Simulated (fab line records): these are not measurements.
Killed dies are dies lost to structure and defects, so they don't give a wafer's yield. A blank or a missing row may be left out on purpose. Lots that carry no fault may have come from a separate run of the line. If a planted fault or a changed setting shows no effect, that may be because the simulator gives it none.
One fault through the eyes of 2 desks / flow sky130 / each desk holds nothing but its own numbers, with what lay behind them at the end

## METROLOGY DESK
Means of the sampled wafers that have a number, per lot and without regard to the tool the lot ran on: this is what the gauges read. Marked OUT: a lot whose mean sits more than 4 standard deviations from the usual mean, which makes it out of limits; the brackets give that distance.
Columns: A = CAP2M_TIN_THK at SKY_CAP2M_THK_MEAS_04, usual 195.6 nm; B = METAL4_OVL at SKY_METAL4_OVL_MEAS_14, usual -2 nm
lot=L112; first seen here=day 40 03:11; A=193.4; B=2
lot=L111; first seen here=day 40 06:21; A=200.1; B=-4
lot=L114; first seen here=day 40 23:53; A=194.4; B=0
lot=L116; first seen here=day 41 10:25; A=196.1; B=-2
lot=L117; first seen here=day 42 10:25; A=194.4; B=-4
lot=L119; first seen here=day 42 17:55; A=193.2; B=-2
lot=L121; first seen here=day 43 10:20; A=196.7; B=-11
lot=L124; first seen here=day 44 03:52; A=194.0; B=-4
lot=L127; first seen here=day 44 21:32; A=191.4; B=-9
lot=L129; first seen here=day 45 06:44; A=198.0; B=-6
lot=L128; first seen here=day 45 10:13; A=195.7; B=9
lot=L130; first seen here=day 45 10:19; A=193.0; B=-6
lot=L133; first seen here=day 46 00:58; A=196.8; B=-6
Result from this desk: across the 13 lots, nothing is out of limits.

## THE TOOL OWNER'S DESK: plasma asher-02
The tool's own readings at SKY_LDD_P_STRIP_10 (strips in O2/N2): means of the sampled wafers that have a number, for each lot that ran on this tool. Marked OUT: a lot whose mean sits more than 4 standard deviations from the usual mean, which makes it out of limits; the brackets give that distance.
Columns: A = drypump motor current A at SKY_LDD_P_STRIP_10, usual 5.6 A; B = oes product au at SKY_LDD_P_STRIP_10, usual 0.716 a.u.; C = strip time to endpoint s at SKY_LDD_P_STRIP_10, usual 14.19 s
lot=L112; first seen here=day 19 18:26; A=6.0; B=0.717; C=14.21
lot=L116; first seen here=day 21 05:55; A=5.7; B=0.717; C=14.09
lot=L117; first seen here=day 22 12:58; A=5.7; B=0.716; C=14.21
lot=L121; first seen here=day 23 19:59; A=5.7; B=0.714; C=14.26
lot=L124; first seen here=day 24 15:49; A=6.0; B=0.716; C=14.20
lot=L133; first seen here=day 27 06:32; A=5.8; B=0.721; C=14.19
Result from this desk: across the 6 lots, nothing is out of limits.

## ALL TOGETHER
At the metrology desk, nothing out of limits was observed.
Nothing out of limits was seen by the tool owner's desk.

## WHAT THE SIMULATOR PUT IN
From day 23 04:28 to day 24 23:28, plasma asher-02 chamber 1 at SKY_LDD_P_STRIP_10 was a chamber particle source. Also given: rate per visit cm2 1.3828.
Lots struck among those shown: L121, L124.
